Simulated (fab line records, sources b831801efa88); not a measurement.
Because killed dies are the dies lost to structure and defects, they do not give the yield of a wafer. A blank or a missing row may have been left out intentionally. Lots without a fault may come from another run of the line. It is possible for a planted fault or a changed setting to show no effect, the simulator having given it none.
Which of the tools did it? + flow sky130 + 13 lots, 38 wafers sampled, at 5 steps of a route of 708

## WHAT THE GAUGES READ, wafer by wafer
SKY_GATE_OXIDE_TW_MEAS_14.
| lot  | measured     | on            | GATE_OXIDE_TW     |
|------|--------------|---------------|-------------------|
| L958 | day 15 06:11 | film metro-04 | 224.1 224.5 224.4 |
| L961 | day 16 17:40 | film metro-04 | 223.9 224.8 224.3 |
| L960 | day 16 19:03 | film metro-04 | 226.3 225.9 225.3 |
| L962 | day 17 00:41 | film metro-04 | 224.2 224.9 224.3 |
| L963 | day 17 03:05 | film metro-04 | 224.4 224.8 225.3 |
| L965 | day 18 02:07 | film metro-03 | 228.2 229.1 228.8 |
| L966 | day 18 09:05 | film metro-03 | 228.2 229.0 230.6 |
| L967 | day 18 18:22 | film metro-03 | 228.6 229.4 229.6 |
| L968 | day 19 00:57 | film metro-04 | 224.7 223.9 224.4 |
| L970 | day 20 00:10 | film metro-02 | 225.8 225.8 225.6 |
| L969 | day 20 00:53 | film metro-04 | 223.8 219.7 220.8 |
| L971 | day 20 04:26 | film metro-04 | 223.4 220.4       |
| L974 | day 21 01:04 | film metro-02 | 225.3 224.7 224.2 |

SKY_LOCAL_INTERCONNECT_CD_MEAS_11 targets a cd of 170 nm.
| lot  | measured     | on        | cd nm (nm)        |
|------|--------------|-----------|-------------------|
| L958 | day 32 08:43 | cd sem-01 | 171.8 171.9 171.6 |
| L961 | day 32 23:50 | cd sem-01 | 167.8 167.5 167.5 |
| L960 | day 33 02:25 | cd sem-01 | 167.9 169.1 168.1 |
| L962 | day 33 09:34 | cd sem-02 | 167.9 168.3 168.9 |
| L963 | day 33 11:48 | cd sem-01 | 169.3 170.8 168.7 |
| L965 | day 34 09:32 | cd sem-02 | 169.4 169.8 168.5 |
| L966 | day 34 13:34 | cd sem-02 | 169.7 170.0 167.4 |
| L967 | day 35 00:55 | cd sem-01 | 170.9 170.3 170.2 |
| L968 | day 35 05:51 | cd sem-01 | 171.6 172.4 171.7 |
| L970 | day 36 00:11 | cd sem-01 | 169.9 170.4 168.4 |
| L969 | day 36 01:09 | cd sem-02 | 167.5 169.7 168.5 |
| L971 | day 36 06:31 | cd sem-02 | 170.9 171.5       |
| L974 | day 36 18:23 | cd sem-02 | 170.4 169.5 169.9 |

## WHAT TOOL EACH LOT RAN ON (gives the tool, then ch and the chambers of the sampled wafers, and finally the start)
| lot  | SKY_SONOS_ONO_ETCH_15              | SKY_GATE_OXIDE_IMPLANT_11       | SKY_LDD_HVP_STRIP_09                 |
|------|------------------------------------|---------------------------------|--------------------------------------|
| L958 | rie diel-01 ch 1,2,3, day 14 00:58 | implanter-02 ch 0, day 15 05:52 | plasma asher-03 ch 0,1, day 23 17:37 |
| L961 | rie diel-02 ch 1,2,3, day 15 11:25 | implanter-04 ch 0, day 16 17:20 | plasma asher-03 ch 0, day 24 13:50   |
| L960 | rie diel-03 ch 0,2,3, day 15 11:55 | implanter-03 ch 0, day 16 18:43 | plasma asher-03 ch 0,1, day 24 16:26 |
| L962 | rie diel-02 ch 0,1,3, day 15 17:20 | implanter-03 ch 0, day 17 00:19 | plasma asher-02 ch 0,1, day 24 23:29 |
| L963 | rie diel-01 ch 1,2, day 15 20:16   | implanter-02 ch 0, day 17 02:40 | plasma asher-03 ch 0,1, day 25 00:52 |
| L965 | rie diel-02 ch 1,3, day 16 19:46   | implanter-03 ch 0, day 18 01:46 | plasma asher-02 ch 0,1, day 26 01:35 |
| L966 | rie diel-02 ch 0,3, day 17 01:11   | implanter-02 ch 0, day 18 08:44 | plasma asher-03 ch 0,1, day 26 06:14 |
| L967 | rie diel-01 ch 0,1,3, day 17 10:25 | implanter-02 ch 0, day 18 18:01 | plasma asher-03 ch 0,1, day 26 15:32 |
| L968 | rie diel-02 ch 0,1,2, day 17 15:08 | implanter-03 ch 0, day 19 00:35 | plasma asher-02 ch 1, day 26 21:53   |
| L970 | rie diel-03 ch 1,2, day 18 14:55   | implanter-03 ch 0, day 19 23:50 | plasma asher-03 ch 0,1, day 27 18:07 |
| L969 | rie diel-01 ch 0,3, day 18 15:10   | implanter-02 ch 0, day 20 00:34 | plasma asher-02 ch 0,1, day 27 21:13 |
| L971 | rie diel-01 ch 1,2, day 18 18:26   | implanter-02 ch 0, day 20 04:07 | plasma asher-03 ch 0, day 28 00:01   |
| L974 | rie diel-01 ch 1,2,3, day 19 16:20 | implanter-03 ch 0, day 21 00:44 | plasma asher-03 ch 0,1, day 28 16:59 |
- SKY_SONOS_ONO_ETCH_15: etches the open film in CHF3/O2, target depth 19.52 nm, time 7.8 s.
- SKY_GATE_OXIDE_IMPLANT_11
- SKY_LDD_HVP_STRIP_09: strips in O2/N2.

## WHAT THE TOOLS THEMSELVES READ (means of the sampled wafers that have a number; where no wafer has one, the mark that the record gives instead)
SKY_SONOS_ONO_ETCH_15.
| lot  | tool        | drypump motor current A (A) | oes product au (a.u.) | throttle valve pct (%) |
|------|-------------|-----------------------------|-----------------------|------------------------|
| L958 | rie diel-01 | 5.9                         | 0.997                 | 8.820                  |
| L961 | rie diel-02 | 5.7                         | 1.000                 | 8.829                  |
| L960 | rie diel-03 | 5.8                         | 1.000                 | 8.827                  |
| L962 | rie diel-02 | 5.5                         | 1.007                 | 8.829                  |
| L963 | rie diel-01 | 6.1                         | 0.995                 | 8.827                  |
| L965 | rie diel-02 | 5.7                         | 1.001                 | 8.826                  |
| L966 | rie diel-02 | 5.4                         | 0.995                 | 8.831                  |
| L967 | rie diel-01 | 5.7                         | 1.001                 | 8.825                  |
| L968 | rie diel-02 | 5.4                         | 0.993                 | 8.820                  |
| L970 | rie diel-03 | 5.5                         | 0.996                 | 8.819                  |
| L969 | rie diel-01 | 5.4                         | 0.999                 | 8.831                  |
| L971 | rie diel-01 | 6.0                         | 0.993                 | 8.829                  |
| L974 | rie diel-01 | 6.0                         | 1.000                 | 8.817                  |

SKY_LDD_HVP_STRIP_09.
| lot  | tool            | drypump motor current A (A) | oes product au (a.u.) | strip time to endpoint s (s) |
|------|-----------------|-----------------------------|-----------------------|------------------------------|
| L958 | plasma asher-03 | 6.1                         | 0.402                 | 4.124                        |
| L961 | plasma asher-03 | 6.4                         | 0.414                 | 4.106                        |
| L960 | plasma asher-03 | 6.1                         | 0.406                 | 4.111                        |
| L962 | plasma asher-02 | 5.1                         | 0.407                 | 4.127                        |
| L963 | plasma asher-03 | 5.7                         | 0.406                 | 4.118                        |
| L965 | plasma asher-02 | 5.1                         | 0.410                 | 4.136                        |
| L966 | plasma asher-03 | 6.1                         | 0.404                 | 4.150                        |
| L967 | plasma asher-03 | 5.7                         | 0.407                 | 4.113                        |
| L968 | plasma asher-02 | 5.6                         | 0.406                 | 4.126                        |
| L970 | plasma asher-03 | 5.8                         | 0.411                 | 4.140                        |
| L969 | plasma asher-02 | 5.1                         | 0.413                 | 4.141                        |
| L971 | plasma asher-03 | 6.4                         | 0.407                 | 4.133                        |
| L974 | plasma asher-03 | 5.7                         | 0.408                 | 4.132                        |

## THE ANSWER, worked out from the rows above alone
Rule: usual is defined by the lots themselves. The widest of any qualifying gaps counts: lots, ordered by their means at a reading, are off when they make up no more than a third of the lots, leave a main group of 4 or more, and stand apart from it by 3 or more times the standard deviation of that group's means. A main group whose means are all the same, to the digits that the tables above print for the reading, isn't used. A lot without any number at a reading at which 4 lots or more have one is off too. Where the step has rows for the other lots, those lots are counted as sound. First the gauges in route order, then the tools' own readings, where a lot's mean is used as printed above. The first step at which some lot is off is used, and at that step the reading that is off furthest; a lot without a number counts as furthest.
No lot is off on any of the readings shown, so nothing can be concluded from this.

## WHAT WAS PUT IN BY THE SIMULATOR
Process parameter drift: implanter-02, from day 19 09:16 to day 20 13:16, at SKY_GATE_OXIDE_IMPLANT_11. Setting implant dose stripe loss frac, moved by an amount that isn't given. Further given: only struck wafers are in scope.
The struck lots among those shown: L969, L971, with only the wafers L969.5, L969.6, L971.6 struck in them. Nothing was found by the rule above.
